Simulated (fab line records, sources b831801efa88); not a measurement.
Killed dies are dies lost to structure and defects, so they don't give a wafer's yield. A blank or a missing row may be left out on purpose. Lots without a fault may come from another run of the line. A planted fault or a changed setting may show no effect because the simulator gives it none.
Chamber matching | flow sky130 | SKY_POLY_GATE_ETCH_17 on rie_si-01: 4 sister chambers
The step etches poly-Si in HBr/Cl2, stops on SiO2, target depth 180 nm, time 70.5 s. 30 wafers are shown with their chamber, then 12 later ones without.

WAFERS WITH THEIR CHAMBER
wafer  | chamber | drypump_motor_current_A (A) | oes_product_au (a.u.) | throttle_valve_pct (%)
L075.2 | 3       | 5.66                        | 0.982                 | 33.682
L075.3 | 1       | 5.53                        | 0.989                 | 33.677
L075.6 | 2       | 6.01                        | 0.994                 | 33.685
L074.1 | 1       | 5.53                        | 0.990                 | 33.696
L074.4 | 0       | 5.39                        | 0.996                 | 33.698
L074.6 | 0       | 5.36                        | 0.986                 | 33.695
L076.3 | 2       | 6.04                        | 0.989                 | 33.684
L076.5 | 0       | 5.39                        | 0.981                 | 33.681
L076.6 | 3       | 5.67                        | 1.003                 | 33.691
L078.1 | 1       | 5.54                        | 1.000                 | 33.689
L078.4 | 3       | 5.68                        | 0.980                 | 33.665
L078.6 | 0       | 5.39                        | 0.983                 | 33.670
L081.2 | 3       | 5.68                        | 0.976                 | 33.702
L081.3 | 1       | 5.55                        | 0.994                 | 33.684
L081.5 | 0       | 5.40                        | 0.986                 | 33.676
L082.2 | 0       | 5.40                        | 1.004                 | 33.678
L082.5 | 3       | 5.68                        | 0.981                 | 33.681
L082.6 | 2       | 6.04                        | 0.997                 | 33.685
L083.2 | 2       | 6.04                        | 0.985                 | 33.688
L083.5 | 2       | 6.03                        | 0.985                 | 33.712
L083.6 | 0       | 5.40                        | 0.984                 | 33.678
L085.1 | 0       | 5.38                        | 0.997                 | 33.668
L085.5 | 1       | 5.55                        | 0.976                 | 33.701
L085.6 | 2       | 6.04                        | 0.984                 | 33.682
L087.2 | 0       | 5.38                        | 1.002                 | 33.696
L087.3 | 2       | 6.03                        | 0.987                 | 33.681
L087.4 | 1       | 5.53                        | 0.975                 | 33.680
L089.3 | 2       | 6.03                        | 0.983                 | 33.678
L089.4 | 0       | 5.40                        | 0.990                 | 33.687
L089.5 | 2       | 6.03                        | 0.991                 | 33.699

SIGNATURES (means of the wafers above)
reading                 | chamber 0 | chamber 1 | chamber 2 | chamber 3 | scatter within a chamber
drypump_motor_current_A | 5.3890    | 5.5383    | 6.0322    | 5.6740    | 0.0108
oes_product_au          | 0.99090   | 0.98733   | 0.98833   | 0.98440   | 0.0082
throttle_valve_pct      | 33.68270  | 33.68783  | 33.68822  | 33.68420  | 0.011
Rule: a wafer's distance from a chamber is the root of the sum, over the readings, of the square of ((its reading less the chamber's mean) divided by the reading's scatter). The wafer belongs to the nearest chamber; if the next one is less than 2 further off, it can't be placed. The scatter: the root of (the sum of the squares of (reading less its chamber's mean) over the shown wafers, divided by (wafers less chambers)).

WAFERS WITHOUT THEIR CHAMBER
wafer  | drypump_motor_current_A (A) | oes_product_au (a.u.) | throttle_valve_pct (%)
L091.1 | 5.52                        | 0.973                 | 33.687
L091.3 | 5.67                        | 0.974                 | 33.683
L091.6 | 5.54                        | 0.979                 | 33.699
L093.1 | 6.03                        | 0.990                 | 33.696
L093.3 | 5.55                        | 0.984                 | 33.692
L093.5 | 6.04                        | 0.991                 | 33.702
L095.1 | 5.40                        | 0.986                 | 33.686
L095.3 | 5.69                        | 0.972                 | 33.684
L095.6 | 5.67                        | 0.977                 | 33.681
L097.1 | 5.52                        | 0.984                 | 33.679
L097.3 | 5.70                        | 0.977                 | 33.670
L097.4 | 6.04                        | 0.984                 | 33.704

WHICH CHAMBER EACH WENT THROUGH
wafer  | from the rows above | in truth
L091.1 | 1                   | 1
L091.3 | 3                   | 3
L091.6 | 1                   | 1
L093.1 | 2                   | 2
L093.3 | 1                   | 1
L093.5 | 2                   | 2
L095.1 | 0                   | 0
L095.3 | 3                   | 3
L095.6 | 3                   | 3
L097.1 | 1                   | 1
L097.3 | 3                   | 3
L097.4 | 2                   | 2
Placed correctly: 12 of 12. Can't be placed from these rows: 0. Placed wrongly: 0.
